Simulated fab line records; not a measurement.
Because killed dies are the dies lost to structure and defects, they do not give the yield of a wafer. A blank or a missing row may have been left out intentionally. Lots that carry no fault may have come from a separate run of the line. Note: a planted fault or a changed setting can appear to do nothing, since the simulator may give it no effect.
Problem report, 8D (eight disciplines) form, completed by code | flow gf180mcu | the parts of the form that need people (team, actions taken, sign-off) are left out

## 1. THE ISSUE
rf-fwd-power-W at GF_PASSIVATION_CVD_02 reads a mean of 520.4 W on 6 wafers of 2 lots; wafers without a fault read 449.3 W with a standard deviation of 1.3. Relative to the usual mean, that is a shift of +55 standard deviations.
The step: deposits Si3N4, target thk 700 nm, time 486.18 s.
The first sign was on wafer L241.4 at day 32 13:52, on pecvd-04. The record has a number at this step for 18 wafers belonging to 6 lots. The rule behind "out" and "out of limits": a value lying over 4 standard deviations away from the usual mean. The rest of the wafers with a number are treated as sound.

## 2. WHAT IT IS AND WHAT IT IS NOT
question                    | is                     | is not
which readings at this step | rf-fwd-power-W         | heater-power-outer-w, heater-power-w
which lots                  | L241, L243             | L226, L228, L242, L249
which wafers of those lots  | all that have a number | -
read on which tools         | pecvd-04               | pecvd-01, pecvd-02
when                        | from day 32 13:52      | up to then (6 sound wafers); but 6 sound wafers of L242, L249 came after

## 3. SUSPECTS, AND WHAT RULES EACH OUT
Counting: a tool stays on the suspect list if, at a process step up to the reading, it processed all lots that are out and no sound lot following the first of them.
- pecvd-04 at GF_PASSIVATION_CVD_02 (deposits Si3N4, target thk 700 nm, time 486.18 s): kept. It processed each lot that is out, first L241 at day 32 13:52, and no sound lot thereafter; up to then, the last sound lot it processed was L228 at day 28 14:02. Its own rf-fwd-power-W readings are out on those wafers.
After counting, what remains is pecvd-04 at GF_PASSIVATION_CVD_02.

## 4. THE CAUSE (what the simulator had put in)
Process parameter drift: pecvd-04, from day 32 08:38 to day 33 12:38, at GF_PASSIVATION_CVD_02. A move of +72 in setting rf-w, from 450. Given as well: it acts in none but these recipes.
Only this tool survived the counting.

## 5. THE CHAIN OF EFFECTS, in route order
Each row: a reading where the mean over the struck wafers with a number is more than 3 standard deviations away from the usual. Only readings whose record carries a usual standard deviation are examined. hours: median over the lots of the time between each lot's start at the first step of this table that gives one and its start at this step. sigmas: the change, counted in usual standard deviations.
hours | step                  | reading        | usual   | on struck wafers | change | sigmas
0     | GF_PASSIVATION_CVD_02 | rf-fwd-power-W | 449.3 W | 520.4            | +71.1  | +55
The process steps in it:
- GF_PASSIVATION_CVD_02: deposits Si3N4, target thk 700 nm, time 486.18 s.
Later measuring or inspecting steps at which every struck wafer that the step has a row for has a number for every such reading, and none has moved that far: GF_PASSIVATION_THK_MEAS_03.

## 6. WHAT WOULD HAVE CAUGHT IT SOONER
First out-of-limits reading in this record: day 32 13:52, which is 5 hours after fault onset at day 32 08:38.
